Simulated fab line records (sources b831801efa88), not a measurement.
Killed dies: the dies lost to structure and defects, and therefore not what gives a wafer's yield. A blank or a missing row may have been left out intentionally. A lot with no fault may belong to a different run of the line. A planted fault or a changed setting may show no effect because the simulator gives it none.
2 desks, one fault :: flow sky130 :: each desk holds nothing but its own numbers, with what lay behind them at the end

== THE TOOL OWNER'S DESK: plasma asher-01 ==
The tool's own readings at SKY_GATE_OXIDE_STRIP_13 (strips in O2/N2): means of the sampled wafers that have a number, for each lot that ran on this tool. Marked OUT: a lot whose mean sits more than 4 standard deviations from the usual mean, which makes it out of limits; the brackets give that distance.
Columns: A = drypump motor current A at SKY_GATE_OXIDE_STRIP_13, usual 5.74 A; B = oes product au at SKY_GATE_OXIDE_STRIP_13, usual 0.716 a.u.; C = strip time to endpoint s at SKY_GATE_OXIDE_STRIP_13, usual 14.16 s
lot: L230
first seen here: day 16 01:04
A: 5.75
B: 0.714
C: 14.16

lot: L232
first seen here: day 16 20:45
A: 5.84
B: 0.719
C: 14.18

lot: L233
first seen here: day 17 22:34
A: 5.76
B: 0.716
C: 14.24

lot: L234
first seen here: day 17 23:10
A: 5.74
B: 0.714
C: 14.10

lot: L238
first seen here: day 19 11:48
A: 5.80
B: 0.712
C: 14.18

lot: L244
first seen here: day 21 08:17
A: 5.81
B: 0.894 (+44) OUT
C: -
This desk's verdict: out of limits on L244, starting with L244 at day 21 08:17 (oes product au at SKY_GATE_OXIDE_STRIP_13). L230, L232, L233, L234, L238 stayed within limits.

== FROM THE METROLOGY DESK ==
Lot by lot, what the gauges showed, no matter which tool ran the lot: averages of those sampled wafers that carry a number. Marked OUT: a lot whose mean sits more than 4 standard deviations from the usual mean, which makes it out of limits; the brackets give that distance.
Columns: A = cd nm at SKY_VT_ADJUST_HVTR_CD_MEAS_07, usual 380.1 nm; B = SONOS_ONO_OVL at SKY_SONOS_ONO_OVL_MEAS_14, usual 0.0 nm; C = cd nm at SKY_POLY_GATE_CD_MEAS_22, usual 150.4 nm
lot: L224
first seen here: day 10 02:07
A: 375.3
B: -0.7
C: 150.5

lot: L225
first seen here: day 10 06:11
A: 378.8
B: 0.1
C: 150.3

lot: L228
first seen here: day 11 01:05
A: 378.7
B: -0.3
C: 152.3

lot: L229
first seen here: day 11 07:56
A: 380.1
B: -1.7
C: 148.2

lot: L230
first seen here: day 11 13:46
A: 379.8
B: 0.9
C: 152.2

lot: L232
first seen here: day 12 05:43
A: 382.1
B: -0.2
C: 151.6

lot: L233
first seen here: day 12 21:52
A: 375.7
B: 1.6
C: 151.3

lot: L234
first seen here: day 12 22:10
A: 382.0
B: -1.8
C: 145.2

lot: L235
first seen here: day 13 07:43
A: 382.6
B: -1.3
C: 147.4

lot: L236
first seen here: day 13 14:49
A: 380.7
B: 1.9
C: 151.3

lot: L238
first seen here: day 14 01:43
A: 381.0
B: -0.3
C: 150.7

lot: L239
first seen here: day 14 06:07
A: 380.2
B: 1.8
C: 149.0

lot: L244
first seen here: day 15 20:07
A: 383.3
B: 0.8
C: -
This desk found nothing out of limits on any of the 13 lots.

== BROUGHT TOGETHER ==
An alarm could have come from the tool owner's desk at day 21 08:17, on L244.
The metrology desk saw nothing out of limits.
The metrology desk has L244 on record, within its limits.
SKY_GATE_OXIDE_STRIP_13 was run on plasma asher-01 by each of the lots named.

== WHAT WAS PUT IN BY THE SIMULATOR ==
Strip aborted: plasma asher-01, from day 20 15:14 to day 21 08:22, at SKY_GATE_OXIDE_STRIP_13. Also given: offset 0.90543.
Shown lots that were struck: L244.
Each desk's first reading out of limits, in hours after the fault started: the tool owner's desk, 17.
